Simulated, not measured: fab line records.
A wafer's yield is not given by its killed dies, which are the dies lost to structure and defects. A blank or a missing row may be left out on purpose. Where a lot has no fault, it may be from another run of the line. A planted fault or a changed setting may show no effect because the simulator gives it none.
A lot that was struck, set against a sound lot ; flow sky130 ; 15 out of 708 route steps
Sound: wafers L427.2, L427.3, L427.5. Struck: wafers L418.1, L418.2, L418.6. The cause is given at the end.
Per side, at each step with rows, come the tool, then ch with its chambers, and then its first start. Under that, the readings that differ: sound wafers ; struck wafers ; difference of the means ; sigmas: that difference in standard deviations of wafers without a fault.
alike: readings whose means differ by less than 2 such deviations, and words and numbers that are the same on both sides. not compared: withheld readings, readings that some wafer has no value for, bounds like >300 that may hide the same value, and numbers for which the record gives no deviation and whose values overlap.
The two part at a step that has a row with sigmas, a row that says differs or no value, or rows on one side only. Numbers that don't overlap but have no deviation are shown without sigmas and don't part them. A reading that every wafer of one side lacks parts them only if that side has two wafers or more.

first, 5 steps without rows for these wafers: SKY_VT_ADJUST_PCH_COAT_02 (resist thk 3000 nm); SKY_VT_ADJUST_PCH_SOFTBAKE_03; SKY_VT_ADJUST_PCH_EXPOSE_04 (exposes mask NWM, target cd 840 nm); SKY_VT_ADJUST_PCH_PEB_05; SKY_VT_ADJUST_PCH_DEVELOP_06 (develop time 60 s).
SKY_VT_ADJUST_PCH_OVL_MEAS_07:
  sound on overlay-01 at day 15 04:46; struck on overlay-01 at day 12 14:29
  alike: VT_ADJUST_PCH_OVL
following that, these wafers have no rows for 1 step: SKY_VT_ADJUST_PCH_IMPLANT_08.
SKY_VT_ADJUST_PCH_STRIP_09: strips in O2/N2.
  sound on plasmaAsher-01 ch 1, day 15 04:56; struck on plasmaAsher-04 ch 0,1, day 12 14:40
reading;sound;struck;difference;sigmas
stripTimeToEndpointS (s);36.92 36.82 36.88;37.11 37.11 37.07;+0.22;+2
  alike: drypumpMotorCurrentA, oesProductAu
  not compared: rfHoursCounterH
SKY_VT_ADJUST_PCH_TW_MEAS_10:
  sound on filmMetro-02 at day 15 05:03; struck on filmMetro-02 at day 12 14:46
  alike: VT_ADJUST_PCH_TW
then, 3 steps without rows for these wafers: SKY_SONOS_TUNNEL_DEHYDRATE_00 (time 60 s); SKY_SONOS_TUNNEL_HMDS_01 (prime time 60 s); SKY_SONOS_TUNNEL_COAT_02 (resist thk 1124 nm).
SKY_SONOS_TUNNEL_SOFTBAKE_03: time 60 s.
  sound on lithoTrack-02 ch 0, day 15 19:01; struck on lithoTrack-03 ch 0, day 13 03:17
reading;sound;struck;difference;sigmas
heaterPowerTotalW (W);56.60 56.55 56.54;55.97 55.90 55.90;-0.64;-14
plateTempC (C);89.94 89.85 89.98;89.19 89.36 89.42;-0.60;-5
  alike: resistLineTempC
then, 1 step without rows for these wafers: SKY_SONOS_TUNNEL_EXPOSE_04 (exposes mask TUNM, target cd 410 nm).
-- here the record skips 35 days between the struck wafers' starts before and after, leaving off in module SONOS_TUNNEL and picking up in module PAD_OPEN (first step shown: number 708 of the route) --
SKY_PAD_OPEN_PROBE_99:
  sound on prober-01 at day 49 17:13; struck on prober-01 at day 47 16:13
reading;sound;struck;difference;sigmas
killed_at_M0_to_M3;37 31 32;40 54 55;+16;+2
  alike: killed_at_M4_up, killedAtContacts, killedAtFrontEnd, killedAtOther, killedDies, killedOpen, killedShort

== WHERE THEY PART ==
Last at SKY_PAD_OPEN_PROBE_99 as far as this record goes, first at SKY_VT_ADJUST_PCH_STRIP_09.

WHY: the cause the simulator had injected
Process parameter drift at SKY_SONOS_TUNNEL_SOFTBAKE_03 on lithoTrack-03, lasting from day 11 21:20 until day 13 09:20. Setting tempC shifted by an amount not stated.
